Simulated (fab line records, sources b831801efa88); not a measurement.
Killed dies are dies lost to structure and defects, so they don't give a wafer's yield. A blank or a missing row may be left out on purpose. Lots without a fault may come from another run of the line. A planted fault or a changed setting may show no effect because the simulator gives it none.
Which tool did it? | flow gf180mcu | 24 lots, 72 wafers sampled, at 4 steps of a route of 602

WHAT THE GAUGES READ, wafer by wafer
GF_STI_THK_MEAS_04. Usual: STI_CVD_03_THK 209.4 nm, standard deviation 2.1.
lot  | measured    | on            | STI_CVD_03_THK (nm) | flag
L074 | day 1 14:02 | film_metro-04 | 208.6 209.2 210.6   |
L075 | day 1 18:34 | film_metro-03 | 210.3 209.7 210.0   |
L076 | day 1 23:35 | film_metro-03 | 205.5 205.1 205.1   |
L077 | day 2 04:34 | film_metro-04 | 208.7 208.2 208.6   |
L078 | day 2 09:34 | film_metro-04 | 207.0 207.1 206.4   |
L079 | day 2 14:35 | film_metro-03 | 211.2 210.1 208.6   |
L080 | day 2 19:35 | film_metro-01 | 209.3 207.9 207.6   |
L081 | day 3 01:34 | film_metro-04 | 207.7 209.2 210.0   |
L082 | day 3 05:34 | film_metro-03 | 209.4 211.2 211.2   |
L083 | day 3 10:53 | film_metro-03 | 207.3 208.5 211.1   |
L084 | day 3 16:11 | film_metro-03 | 208.8 210.0 208.8   |
L085 | day 3 21:34 | film_metro-04 | 207.8 208.5 210.4   |
L086 | day 4 01:34 | film_metro-01 | 205.9 206.9 206.6   |
L087 | day 4 09:40 | film_metro-01 | 210.0 210.2 209.5   |
L088 | day 4 13:45 | film_metro-04 | 211.7 211.5 211.2   |
L089 | day 4 17:15 | film_metro-04 | 210.6 207.5 210.7   |
L090 | day 4 21:34 | film_metro-01 | 206.5 207.0 205.1   |
L091 | day 5 02:34 | film_metro-03 | 212.3 210.3 209.5   |
L092 | day 5 07:51 | film_metro-04 | 210.4 211.5 210.4   |
L093 | day 5 14:35 | film_metro-01 | 211.9 212.8 212.7   |
L094 | day 5 19:09 | film_metro-03 | 212.9 213.2 212.3   |
L095 | day 6 00:18 | film_metro-01 | 211.5 211.4 212.1   |
L096 | day 6 04:41 | film_metro-01 | 209.8 208.7 209.7   |
L097 | day 6 08:59 | film_metro-03 | 210.2 207.1 208.8   |

GF_HV_LDD_OVL_MEAS_08. Usual: HV_LDD_OVL 0.2 nm, standard deviation 1.2.
lot  | measured     | on         | HV_LDD_OVL (nm) | flag
L074 | day 10 05:28 | overlay-02 | -0.3 0.4 1.1    |
L075 | day 10 09:52 | overlay-02 | 1.9 0.3 -0.6    |
L076 | day 10 19:31 | overlay-02 | 1.7 0.9 0.3     |
L077 | day 10 20:29 | overlay-01 | -0.9 -1.4 -0.4  |
L078 | day 11 15:32 | overlay-02 | -0.5 -0.3 0.7   |
L079 | day 11 14:05 | overlay-02 | 1.2 -0.6 0.8    |
L080 | day 11 19:20 | overlay-02 | 0.0 0.4 1.4     |
L081 | day 12 05:22 | overlay-01 | -1.5 0.1 0.5    |
L082 | day 12 10:02 | overlay-02 | -0.6 0.1 2.5    |
L083 | day 12 23:49 | overlay-02 | 1.4 1.5 0.8     |
L084 | day 13 07:55 | overlay-02 | 1.5 3.1 2.1     |
L085 | day 13 16:19 | overlay-02 | 3.2 0.1 1.4     |
L086 | day 13 16:37 | overlay-02 | 0.3 0.4 2.4     |
L087 | day 14 05:44 | overlay-02 | 0.0 -2.8 0.6    |
L088 | day 14 13:55 | overlay-01 | 0.5 -0.8 -0.4   |
L089 | day 14 22:59 | overlay-01 | 0.2 0.0 -0.2    |
L090 | day 15 00:26 | overlay-02 | 1.3 -0.3 0.6    |
L091 | day 15 09:10 | overlay-01 | -1.2 -2.5 1.2   |
L092 | day 15 16:49 | overlay-01 | 0.3 1.7 0.2     |
L093 | day 15 23:33 | overlay-02 | 1.2 0.5 0.3     |
L094 | day 16 11:26 | overlay-01 | 0.1 -0.4 -0.5   |
L095 | day 16 11:28 | overlay-02 | 1.5 -0.3 0.2    |
L096 | day 16 21:53 | overlay-02 | 0.6 -1.0 0.8    |
L097 | day 17 02:34 | overlay-02 | 0.3 -1.3 0.1    |

GF_V1_OVL_MEAS_15. Usual: V1_OVL -1 nm, standard deviation 5.2.
lot  | measured     | on         | V1_OVL (nm) | flag
L074 | day 18 08:49 | overlay-02 | 6 3 1       |
L075 | day 18 15:02 | overlay-02 | 5 -3 1      |
L076 | day 19 04:37 | overlay-02 | -4 4 0      |
L077 | day 19 06:38 | overlay-02 | 5 4 4       |
L078 | day 20 07:36 | overlay-02 | 2 -4 8      |
L079 | day 20 03:54 | overlay-02 | 8 5 14      |
L080 | day 20 12:05 | overlay-02 | -4 -5 7     |
L081 | day 20 20:53 | overlay-01 | -1 0 2      |
L082 | day 21 04:55 | overlay-02 | 2 -5 2      |
L083 | day 21 22:46 | overlay-02 | -5 -1 -6    |
L084 | day 22 05:32 | overlay-01 | 0 0 2       |
L085 | day 22 14:53 | overlay-01 | -7 -13 -6   |
L086 | day 22 17:57 | overlay-01 | 1 -6 3      |
L087 | day 23 08:47 | overlay-01 | -1 0 -2     |
L088 | day 23 17:20 | overlay-02 | -2 -1 -10   |
L089 | day 24 02:05 | overlay-01 | 1 -1 -2     |
L090 | day 24 02:44 | overlay-01 | -1 -2 -4    |
L091 | day 24 13:32 | overlay-02 | 6 0 6       |
L092 | day 24 20:27 | overlay-01 | -8 -5 0     |
L093 | day 25 02:31 | overlay-01 | 4 -10 1     |
L094 | day 25 14:56 | overlay-02 | -5 -4 -6    |
L095 | day 25 15:43 | overlay-01 | 2 -1 5      |
L096 | day 26 00:50 | overlay-01 | -2 -3 -8    |
L097 | day 26 03:58 | overlay-01 | -11 -9 -9   |

WHICH TOOL RAN EACH LOT (tool, then ch and the chambers of the sampled wafers, then the start)
lot  | GF_CONTACT_STRIP_18
L074 | plasma_asher-03 ch 0,1, day 16 08:17
L075 | plasma_asher-04 ch 0,1, day 16 14:14
L076 | plasma_asher-01 ch 0,1, day 17 02:01
L077 | plasma_asher-04 ch 0,1, day 17 05:02
L078 | plasma_asher-03 ch 0,1, day 18 03:38
L079 | plasma_asher-01 ch 0,1, day 17 23:55
L080 | plasma_asher-03 ch 0,1, day 18 08:32
L081 | plasma_asher-01 ch 0,1, day 18 18:02
L082 | plasma_asher-01 ch 0,1, day 19 01:37
L083 | plasma_asher-01 ch 0,1, day 19 19:31
L084 | plasma_asher-03 ch 1, day 20 03:39
L085 | plasma_asher-01 ch 0,1, day 20 12:47
L086 | plasma_asher-01 ch 0,1, day 20 15:20
L087 | plasma_asher-01 ch 0,1, day 21 07:29
L088 | plasma_asher-01 ch 0,1, day 21 16:14
L089 | plasma_asher-04 ch 0,1, day 22 01:33
L090 | plasma_asher-01 ch 0,1, day 22 01:43
L091 | plasma_asher-04 ch 0,1, day 22 12:43
L092 | plasma_asher-01 ch 0,1, day 22 20:45
L093 | plasma_asher-03 ch 0,1, day 23 03:15
L094 | plasma_asher-01 ch 0,1, day 23 15:29
L095 | plasma_asher-04 ch 0,1, day 23 16:37
L096 | plasma_asher-04 ch 0,1, day 24 02:41
L097 | plasma_asher-03 ch 0,1, day 24 06:36
- GF_CONTACT_STRIP_18: strips in O2/N2.

WHAT THE TOOLS THEMSELVES READ (means of the sampled wafers that have a number; where no wafer has one, the mark that the record gives instead)
GF_CONTACT_STRIP_18. Usual: drypump_motor_current_A 5.5 A, standard deviation 0.35; heater_power_w 340 W, standard deviation 15; oes_product_au 0.580 a.u., standard deviation 0.0056.
lot  | tool            | drypump_motor_current_A (A) | heater_power_w (W) | oes_product_au (a.u.) | flag
L074 | plasma_asher-03 | 5.8                         | 333                | 0.577                 |
L075 | plasma_asher-04 | 5.5                         | 342                | 0.578                 |
L076 | plasma_asher-01 | 5.2                         | 334                | 0.582                 |
L077 | plasma_asher-04 | 5.4                         | 340                | 0.582                 |
L078 | plasma_asher-03 | 5.8                         | 338                | 0.578                 |
L079 | plasma_asher-01 | 5.5                         | 344                | 0.578                 |
L080 | plasma_asher-03 | 5.8                         | 333                | 0.582                 |
L081 | plasma_asher-01 | 5.5                         | 344                | 0.581                 |
L082 | plasma_asher-01 | 5.4                         | 345                | 0.579                 |
L083 | plasma_asher-01 | 5.2                         | 334                | 0.579                 |
L084 | plasma_asher-03 | 5.6                         | 352                | 0.578                 |
L085 | plasma_asher-01 | 5.5                         | 341                | 0.582                 |
L086 | plasma_asher-01 | 5.2                         | 335                | 0.584                 |
L087 | plasma_asher-01 | 5.2                         | 332                | 0.584                 |
L088 | plasma_asher-01 | 5.5                         | 343                | 0.578                 |
L089 | plasma_asher-04 | 5.4                         | 339                | 0.583                 |
L090 | plasma_asher-01 | 5.5                         | 344                | 0.579                 |
L091 | plasma_asher-04 | 5.4                         | 346                | 0.579                 |
L092 | plasma_asher-01 | 5.5                         | 346                | 0.581                 |
L093 | plasma_asher-03 | 5.8                         | 338                | 0.582                 |
L094 | plasma_asher-01 | 5.4                         | 348                | 0.575                 |
L095 | plasma_asher-04 | 5.5                         | 344                | 0.578                 |
L096 | plasma_asher-04 | 5.4                         | 335                | 0.583                 |
L097 | plasma_asher-03 | 5.7                         | 338                | 0.580                 |

THE ANSWER, worked out from the rows above alone
Rule: a lot is off if the mean of its wafers that have a number lies more than 3 standard deviations from the usual mean. A lot without any number at a reading at which 4 lots or more have one is off too. The other lots that the step has rows for count as sound. The gauges are gone through in route order, then the tools' own readings, and for those a lot's mean is taken as printed above. The first step at which some lot is off is used, and at that step the reading that is off furthest; a lot without a number counts as furthest.
No lot is off at any reading shown: from this, nothing can be told.

WHAT THE SIMULATOR HAD PUT IN
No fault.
